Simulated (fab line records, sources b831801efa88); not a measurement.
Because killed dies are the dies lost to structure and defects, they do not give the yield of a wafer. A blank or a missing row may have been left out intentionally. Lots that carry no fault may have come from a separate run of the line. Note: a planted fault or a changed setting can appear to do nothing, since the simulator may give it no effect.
Problem report, 8D (eight disciplines) form, completed by code :: flow gf180mcu :: the parts of the form that need people (team, actions taken, sign-off) are left out

== 1. PROBLEM STATEMENT ==
At GF_M5_HMDS_01, prime_temp_c averages 116.70 C over 6 wafers from 2 lots, while fault-free wafers read 119.97 C, standard deviation 0.13. That is -25 standard deviations from the usual mean.
The step: prime time 60 s.
First observed at day 27 14:06: wafer L632.1, on litho_track-01. At this step, 36 wafers from 12 lots have a number in the record. Rule for "out", or "out of limits": more than 4 standard deviations from the usual mean. The other wafers with a number count as sound.

== 2. WHAT IT IS, AND WHAT IT ISN'T ==
question: which readings at this step
is: prime_temp_c
is not: -

question: which lots
is: L632, L633
is not: L627, L628, L636, L640, L641, L645, L646, L647, L649, L650

question: which wafers of those lots
is: all that have a number
is not: -

question: read on which tools
is: litho_track-01
is not: litho_track-03, litho_track-04

question: when
is: from day 27 14:06
is not: up to then (6 sound wafers); but 24 sound wafers of L636, L640, L641, L645, L646, L647, L649, L650 came after

== 3. SUSPECTS, AND WHAT RULES EACH OUT ==
Counting: a tool at any process step up to the reading remains a suspect when it ran all the lots that are out and ran no sound lot after the first of those.
- pvd_sputter-01 at GF_MIM_SPUTTER_00 (material Ti, target thk 37.5 nm, time 150 s): ruled out as a lasting fault. After its first lot that is out, L632 (day 26 07:42), sound lots L646, L649, L650 ran on it.
- plasma_asher-02 at GF_MIM_STRIP_20 (strips in O2/N2): ruled out as a lasting fault. After its first lot that is out, L632 (day 27 04:28), sound lots L641, L647 ran on it.
- litho_track-01 at GF_M5_HMDS_01 (prime time 60 s): ruled out as a lasting fault. After its first lot that is out, L632 (day 27 14:06), sound lots L641, L649, L650 ran on it.
Left after counting: nothing in the record.

== 4. THE CAUSE (what the simulator had put in) ==
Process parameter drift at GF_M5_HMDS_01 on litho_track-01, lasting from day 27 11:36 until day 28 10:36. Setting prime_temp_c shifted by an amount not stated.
Counting ruled it out, wrongly.

== 5. THE CHAIN OF EFFECTS, in route order ==
Each row: a reading whose mean over the struck wafers that have a number lies more than 3 standard deviations from the usual. Only readings for which the record gives a usual standard deviation are gone through. hours: the time from each lot's start at the first step in this table that gives one to its start at this step, as a median over the lots. sigmas: the change in usual standard deviations.
hours: 0
step: GF_M5_HMDS_01
reading: prime_temp_c
usual: 119.97 C
on struck wafers: 116.70
change: -3.27
sigmas: -25
It contains these process steps:
- GF_M5_HMDS_01: prime time 60 s.

== 6. WHAT WOULD HAVE CAUGHT IT SOONER ==
In this record no reading fell out of limits until day 27 14:06, 2 hours after the fault had begun at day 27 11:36.
